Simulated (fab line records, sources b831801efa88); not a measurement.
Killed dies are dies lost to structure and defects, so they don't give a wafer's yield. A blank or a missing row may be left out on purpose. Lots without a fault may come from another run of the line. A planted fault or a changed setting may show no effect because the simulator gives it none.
Which tool did it? | flow sfq_line | 7 lots, 21 wafers sampled, at 5 steps of a route of 325

WHAT THE GAUGES READ, wafer by wafer
SFQ_R5_RS_MEAS_933: measures by four-point-probe.
lot  | measured     | on            | R5_MONX_RS (ohm/sq)
L256 | day 59 11:29 | film_metro-03 | 7.15 7.08 7.12
L261 | day 60 02:28 | film_metro-03 | 7.17 7.18 7.16
L263 | day 60 08:26 | film_metro-03 | 7.16 7.15 7.12
L265 | day 61 21:37 | film_metro-04 | 9.30 9.31 9.34
L268 | day 62 15:49 | film_metro-03 | 9.21 9.38 9.20
L274 | day 69 10:55 | film_metro-03 | 7.11 7.12 7.16
L276 | day 69 19:56 | film_metro-02 | 7.04 7.04 6.99

WHICH TOOL RAN EACH LOT (tool, then ch and the chambers of the sampled wafers, then the start)
lot  | SFQ_TRILAYER_I4_VIA_STRIP_STRIP_107 | SFQ_TRILAYER_JJ_CE_BARC_OPEN_RIE_150 | SFQ_TRILAYER_R5_DEP_SPUTTER_133 | SFQ_TRILAYER_R5_DEP_SPUTTER_134
L256 | rie_metal-03 ch 0,1, day 48 08:34   | rie_metal-04 ch 0,1, day 53 21:26    | pvd_sputter-03, day 59 11:22    | pvd_sputter-03, day 59 11:25
L261 | rie_metal-02 ch 0,1, day 48 23:58   | rie_metal-01 ch 0,1, day 54 08:13    | pvd_sputter-03, day 60 02:22    | pvd_sputter-03, day 60 02:25
L263 | rie_metal-01 ch 0, day 49 07:10     | rie_metal-01 ch 0,1, day 54 16:37    | pvd_sputter-03, day 60 08:22    | pvd_sputter-03, day 60 08:25
L265 | rie_metal-01 ch 0,1, day 51 11:15   | rie_metal-02 ch 0, day 57 01:01      | pvd_sputter-05, day 61 21:32    | pvd_sputter-05, day 61 21:35
L268 | rie_metal-01 ch 0,1, day 52 13:29   | rie_metal-01 ch 0, day 57 18:31      | pvd_sputter-05, day 62 15:43    | pvd_sputter-05, day 62 15:46
L274 | rie_metal-01 ch 0,1, day 61 12:45   | rie_metal-02 ch 0,1, day 65 07:48    | pvd_sputter-05, day 69 10:51    | pvd_sputter-05, day 69 10:54
L276 | rie_metal-01 ch 0,1, day 61 19:57   | rie_metal-02 ch 0,1, day 65 13:48    | pvd_sputter-03, day 69 19:51    | pvd_sputter-03, day 69 19:54
- SFQ_TRILAYER_I4_VIA_STRIP_STRIP_107: strips in O2.
- SFQ_TRILAYER_JJ_CE_BARC_OPEN_RIE_150: chemistry O2, target BARC, target depth 240 nm, time 80 s.
- SFQ_TRILAYER_R5_DEP_SPUTTER_133: material MoNx, target thk 40 nm, time 66.7 s.
- SFQ_TRILAYER_R5_DEP_SPUTTER_134: material Ti, target thk 5 nm, time 5 s.

THE ANSWER, worked out from the rows above alone
Rule: what is usual is taken from the lots themselves. Put in order of their means at a reading, lots are off if they are a third of the lots or fewer, leave a main group of 4 or more, and stand apart from it by a gap of 3 or more times the standard deviation of the main group's means; of several such gaps the widest counts. A main group whose means are all the same, to the digits that the tables above print for the reading, isn't used. A lot without any number at a reading at which 4 lots or more have one is off too. The other lots that the step has rows for count as sound.
Off: L265, L268, at SFQ_R5_RS_MEAS_933 (R5_MONX_RS). The main group: mean 7.12 ohm/sq, standard deviation 0.05.
A tool fits if, at a process step before that reading, it ran every lot that is off, and no sound lot after the first of them. The gauges at SFQ_R5_RS_MEAS_933 are tried like those tools. None of those tried fits.

WHAT THE SIMULATOR HAD PUT IN
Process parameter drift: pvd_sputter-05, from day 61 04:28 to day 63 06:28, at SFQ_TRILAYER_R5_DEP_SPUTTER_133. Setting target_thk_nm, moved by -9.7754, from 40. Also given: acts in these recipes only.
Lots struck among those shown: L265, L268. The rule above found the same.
